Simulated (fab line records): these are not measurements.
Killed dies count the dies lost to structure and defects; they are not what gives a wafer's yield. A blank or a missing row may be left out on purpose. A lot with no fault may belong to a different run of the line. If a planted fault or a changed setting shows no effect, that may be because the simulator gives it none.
Problem report, 8D (eight disciplines) form, completed by code | flow sky130 | the parts of the form that need people (team, actions taken, sign-off) are left out

== 1. WHAT WENT WRONG ==
At SKY_VIA2_COAT_06, spin-speed-rpm averages 3065.5 rpm over 6 wafers from 2 lots, while fault-free wafers read 3000.2 rpm, standard deviation 2.1. Measured from the usual mean, that is +31 standard deviations.
The step: resist thk 60 nm.
The first sign was on wafer L934.2 at day 39 19:59, on litho-track-02. Wafers with a number at this step in the record: 36, from 12 lots. Rule for "out", or "out of limits": more than 4 standard deviations from the usual mean. The other wafers with a number count as sound.

== 2. WHAT IT IS, WHAT IT ISN'T ==
question                    | is                     | is not
which readings at this step | spin-speed-rpm         | -
which lots                  | L934, L935             | L921, L923, L924, L925, L927, L930, L932, L938, L942, L943
which wafers of those lots  | all that have a number | -
read on which tools         | litho-track-02         | litho-track-03, litho-track-04
when                        | from day 39 19:59      | up to then (21 sound wafers); but 9 sound wafers of L938, L942, L943 came after

== 3. THE SUSPECTS, EACH WITH WHAT RULES IT OUT ==
Counting: a tool stays on the suspect list if, at a process step up to the reading, it processed all lots that are out and no sound lot following the first of them.
- pvd-sputter-03 at SKY_METAL2_SPUTTER_00 (material Ti, target thk 15 nm, time 10 s): kept. It processed each lot that is out, first L934 at day 38 05:23, and no sound lot thereafter; up to then, the last sound lot it processed was L921 at day 34 00:08.
- litho-track-02 at SKY_VIA2_COAT_06 (resist thk 60 nm): ruled out as a lasting fault. The sound lots L943 went through it after L934, its earliest lot that is out (day 39 19:59).
The count leaves pvd-sputter-03 at SKY_METAL2_SPUTTER_00.

== 4. THE CAUSE (what the simulator had put in) ==
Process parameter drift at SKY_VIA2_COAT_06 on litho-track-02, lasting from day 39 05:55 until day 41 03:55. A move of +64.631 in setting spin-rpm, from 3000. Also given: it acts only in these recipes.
Counting ruled it out, wrongly.

== 5. THE EFFECT CHAIN, in route order ==
Rows list readings where the struck wafers' mean (over those with a number) sits beyond 3 standard deviations from the usual. Only readings for which the record gives a usual standard deviation are gone through. hours: the time from each lot's start at the first step in this table that gives one to its start at this step, as a median over the lots. sigmas: the change in usual standard deviations.
hours | step             | reading        | usual      | on struck wafers | change | sigmas
0     | SKY_VIA2_COAT_06 | spin-speed-rpm | 3000.2 rpm | 3065.5           | +65.3  | +31
Process steps it contains:
- SKY_VIA2_COAT_06: resist thk 60 nm.
Later steps that measure or inspect, where all struck wafers having a row at the step show a number for every such reading and not one has moved that far: SKY_METAL3_CD_MEAS_13.

== 6. WHAT WOULD HAVE CAUGHT IT SOONER ==
14 hours passed between the start of the fault at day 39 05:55 and the first reading out of limits in this record, taken at day 39 19:59.
